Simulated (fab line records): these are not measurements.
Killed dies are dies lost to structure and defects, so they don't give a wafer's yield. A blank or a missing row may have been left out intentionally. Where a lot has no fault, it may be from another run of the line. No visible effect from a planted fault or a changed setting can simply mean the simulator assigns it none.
A struck lot beside a sound one ; flow sky130 ; 27 steps out of a route of 708
Sound: wafers L427.1, L427.2, L427.3. Struck: wafers L434.3, L434.4, L434.6. The cause is given at the end.
For every step that has rows: the tool of each side, followed by ch and its chambers, followed by its first start. Under that, the readings that differ: sound wafers ; struck wafers ; difference of the means ; sigmas: that difference in standard deviations of wafers without a fault.
alike: same words and numbers on both sides, and readings whose means sit less than 2 such deviations apart. not compared: any withheld reading, any reading some wafer has no value for, any bound like >300 that may hide the same value, and any number with overlapping values for which the record gives no deviation.
Wherever a step has rows on one side only, a row that says differs or no value, or a row with sigmas, the two part there. When numbers do not overlap yet have no deviation, they are printed without sigmas and do not part them. A reading that every wafer of one side lacks parts them only if that side has two wafers or more.

first, 3 steps without rows for these wafers: SKY_LDD_N_EXPOSE_04 (exposes mask NTM, target cd 840 nm); SKY_LDD_N_PEB_05; SKY_LDD_N_DEVELOP_06 (develop time 60 s).
SKY_LDD_N_OVL_MEAS_07:
  sound: overlay-01 at day 21 18:47; struck: overlay-01 at day 23 22:03
  alike: LDD_N_OVL
then, 8 steps without rows for these wafers: SKY_LDD_N_IMPLANT_08; SKY_LDD_N_IMPLANT_09; SKY_LDD_N_IMPLANT_10; SKY_LDD_N_IMPLANT_11; SKY_LDD_N_IMPLANT_12; SKY_LDD_N_IMPLANT_13; SKY_LDD_N_IMPLANT_14; SKY_LDD_N_IMPLANT_15.
SKY_LDD_N_STRIP_16: strips in O2/N2.
  sound on plasma_asher-01 ch 0,1, day 21 20:01; struck on plasma_asher-04 ch 0,1, day 23 23:19
  no value came back on the struck wafers for chamber_pressure_mTorr (mTorr), drypump_motor_current_A (A), oes_product_au (a.u.), strip_time_to_endpoint_s (s); on the sound wafers chamber_pressure_mTorr (mTorr) reads 1500.3 1502.6 1499.7
reading;sound;struck;difference;sigmas
model.NOVOLAK_of_LDD_N_COAT_02.thk_nm (nm);0 0 0;299.9 300.5 300.3;+300.2;
  not compared: rf_hours_counter_h
SKY_LDD_N_TW_MEAS_17:
  sound: film_metro-03 at day 21 20:07; struck: film_metro-03 at day 23 23:23
  alike: LDD_N_TW
then, 7 steps without rows for these wafers: SKY_LDD_P_DEHYDRATE_00 (time 60 s); SKY_LDD_P_HMDS_01 (prime time 60 s); SKY_LDD_P_COAT_02 (resist thk 1140 nm); SKY_LDD_P_SOFTBAKE_03 (time 60 s); SKY_LDD_P_EXPOSE_04 (exposes mask PSDM, target cd 380 nm); SKY_LDD_P_PEB_05; SKY_LDD_P_DEVELOP_06 (develop time 60 s).
SKY_LDD_P_CD_MEAS_07 targets a cd of 380 nm.
  sound: cd_sem-01 at day 23 02:15; struck: cd_sem-02 at day 25 04:54
  alike: cd_nm
SKY_LDD_P_OVL_MEAS_08:
  sound: overlay-02 at day 23 02:22; struck: overlay-01 at day 25 04:59
  alike: LDD_P_OVL
then, 1 step without rows for these wafers: SKY_LDD_P_IMPLANT_09.
SKY_LDD_P_STRIP_10: strips in O2/N2.
  sound on plasma_asher-03 ch 0,1, day 23 02:33; struck on plasma_asher-04 ch 0,1, day 25 05:12
reading;sound;struck;difference;sigmas
strip_time_to_endpoint_s (s);14.10 14.13 14.06;18.63 18.60 18.60;+4.51;+90
  alike: chamber_pressure_mTorr, drypump_motor_current_A, oes_product_au
  not compared: rf_hours_counter_h
SKY_LDD_P_TW_MEAS_11:
  sound: film_metro-02 at day 23 02:39; struck: film_metro-04 at day 25 05:17
reading;sound;struck;difference;sigmas
LDD_P_TW;627 632 632;30 30 30;-600;-95
then, 1 step without rows for these wafers: SKY_LDD_HVN_DEHYDRATE_00 (time 60 s).

== WHERE THEY PART ==
Earliest at SKY_LDD_N_STRIP_16; latest, in this record, at SKY_LDD_P_TW_MEAS_11.

WHY: the cause the simulator had injected
At SKY_LDD_N_STRIP_16, the step was skipped entirely on plasma_asher-04 from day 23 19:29 on. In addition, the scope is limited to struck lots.
